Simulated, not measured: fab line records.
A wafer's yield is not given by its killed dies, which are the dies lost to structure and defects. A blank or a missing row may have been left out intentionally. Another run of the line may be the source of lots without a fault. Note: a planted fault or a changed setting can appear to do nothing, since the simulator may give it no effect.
Comparing a struck lot with a sound one -- flow sky130 -- 15 steps out of a route of 708
Sound: these wafers, L728.4, L728.5, L728.6. Wafers L716.1, L716.3, L716.5 were the ones struck. The cause is named last.
At each step with rows: each side's tool, then ch and its chambers, then its first start. Under that, the readings that differ: sound wafers -- struck wafers -- difference of the means -- sigmas: that difference in standard deviations of wafers without a fault.
alike: a reading whose means differ by less than 2 such deviations, as well as words and numbers matching on both sides. not compared: withheld readings; readings where some wafer has no value; bounds like >300 that might hide an equal value; numbers whose values overlap and for which the record gives no deviation.
The two part at a step that has a row with sigmas, a row that says differs or no value, or rows on one side only. Non-overlapping numbers with no deviation appear without sigmas and do not part them. A reading that every wafer of one side lacks parts them only if that side has two wafers or more.

first, 6 steps without rows for these wafers: SKY_GATE_OXIDE_HMDS_04 (prime time 60 s); SKY_GATE_OXIDE_COAT_05 (resist thk 1140 nm); SKY_GATE_OXIDE_SOFTBAKE_06 (time 60 s); SKY_GATE_OXIDE_EXPOSE_07 (exposes mask LVOM, target cd 600 nm); SKY_GATE_OXIDE_PEB_08; SKY_GATE_OXIDE_DEVELOP_09 (develop time 60 s).
SKY_GATE_OXIDE_OVL_MEAS_10:
  sound: overlay-01 at day 20 16:32; struck: overlay-02 at day 16 11:16
reading,sound,struck,difference,sigmas
GATE_OXIDE_OVL (nm),1.3 1.8 0.7,-2.1 -0.8 -2.4,-3.0,-2
then, 2 steps without rows for these wafers: SKY_GATE_OXIDE_IMPLANT_11; SKY_GATE_OXIDE_WET_ETCH_12 (etches SiO2 in dHF, target depth 16.8 nm, time 336 s).
SKY_GATE_OXIDE_STRIP_13: strips in O2/N2.
  sound on plasma_asher-02 ch 0,1, day 20 16:50; struck on plasma_asher-02 ch 0,1, day 16 11:33
  alike: chamber_pressure_mTorr, drypump_motor_current_A, n2_flow_sccm, oes_product_au, strip_time_to_endpoint_s
  not compared: rf_hours_counter_h
SKY_GATE_OXIDE_TW_MEAS_14:
  sound: film_metro-03 at day 20 16:56; struck: film_metro-04 at day 16 11:39
  alike: GATE_OXIDE_TW
then, 1 step without rows for these wafers: SKY_GATE_OXIDE_CLEAN_15 (cleans in SC1/SC2, time 150 s).
SKY_GATE_OXIDE_OXIDATION_16: stabilise 600 s, purge 300 s, target thk 3.57 nm.
  sound on furnace-02 ch 0, day 20 17:01; struck on furnace-02 ch 0, day 16 11:55
reading,sound,struck,difference,sigmas
spike_tc_bottom_C (C),818.5 820.1 820.9,812.2 810.0 813.7,-7.9,-4
spike_tc_centre_C (C),800.5 800.3 800.6,793.1 792.7 793.0,-7.5,-7
spike_tc_lower_C (C),801.4 802.2 802.1,793.9 793.4 792.3,-8.7,-7
spike_tc_top_C (C),808.6 811.1 812.2,803.9 801.7 802.7,-7.9,-8
spike_tc_upper_C (C),800.1 799.6 800.4,792.0 793.0 791.5,-7.9,-8
tube_center_temp_C (C),799.98 799.9 800.07,791.82 792 791.72,-8.14,-99 or more
tube_center_temp_C_max,802.2 802.1 802.0,793.8 793.7 793.2,-8.5,-27
model.SiO2_of_GATE_OXIDE_OXIDATION_01.thk_nm (nm),11.62 11.58 11.69,11.42 11.38 11.45,-0.21,
  alike: zone_power_lower_pct
then, 1 step without rows for these wafers: SKY_POLY_GATE_CVD_00 (deposits poly-Si, target thk 180 nm, time 720 s).
-- here the record skips 31 days between the struck wafers' starts before and after, leaving off in module POLY_GATE and picking up in module PAD_OPEN (first step shown: number 708 of the route) --
SKY_PAD_OPEN_PROBE_99:
  sound: prober-02 at day 50 05:13; struck: prober-02 at day 47 21:41
reading,sound,struck,difference,sigmas
model.etest.nfet_01v8_lvt.drive_ua_um,565.3 560.4 558.7,591.8 610.3 607.9,+41.9,
model.etest.nfet_01v8_turned.drive_ua_um,492.3 489.9 485.9,523.2 541.3 531.9,+42.8,
model.etest.nfet_01v8_swapped.drive_ua_um,490.6 493.8 484.2,524.2 537.5 538.8,+44.0,
model.etest.nfet_01v8.drive_ua_um,489.8 489.9 479.8,519.9 540.1 536.8,+45.8,
model.etest.sram_nfet_pass.drive_ua_um,491.2 501.5 481.5,516.9 531.9 543.2,+39.3,
model.etest.pfet_01v8_lvt.drive_ua_um,173.1 175.6 170.3,176 177.8 178.6,+4,
model.etest.cap_thin_oxide.gate_log10_a_cm2,-7.54 -7.413 -7.484,-6.518 -6.064 -6.306,+1.183,
model.etest.cap_thick_oxide.gate_log10_a_cm2,-7.081 -7.039 -7.117,-6.864 -6.803 -6.797,+0.258,
  alike: killed_at_M0_to_M3, killed_at_M4_up, killed_at_contacts, killed_at_front_end, killed_at_other, killed_dies, killed_open, killed_short

== WHERE THEY PART ==
First at SKY_GATE_OXIDE_OVL_MEAS_10; last, within this record, at SKY_GATE_OXIDE_OXIDATION_16. Later steps at which nothing parts them and some readings are alike: SKY_PAD_OPEN_PROBE_99.

WHY: the cause the simulator had injected
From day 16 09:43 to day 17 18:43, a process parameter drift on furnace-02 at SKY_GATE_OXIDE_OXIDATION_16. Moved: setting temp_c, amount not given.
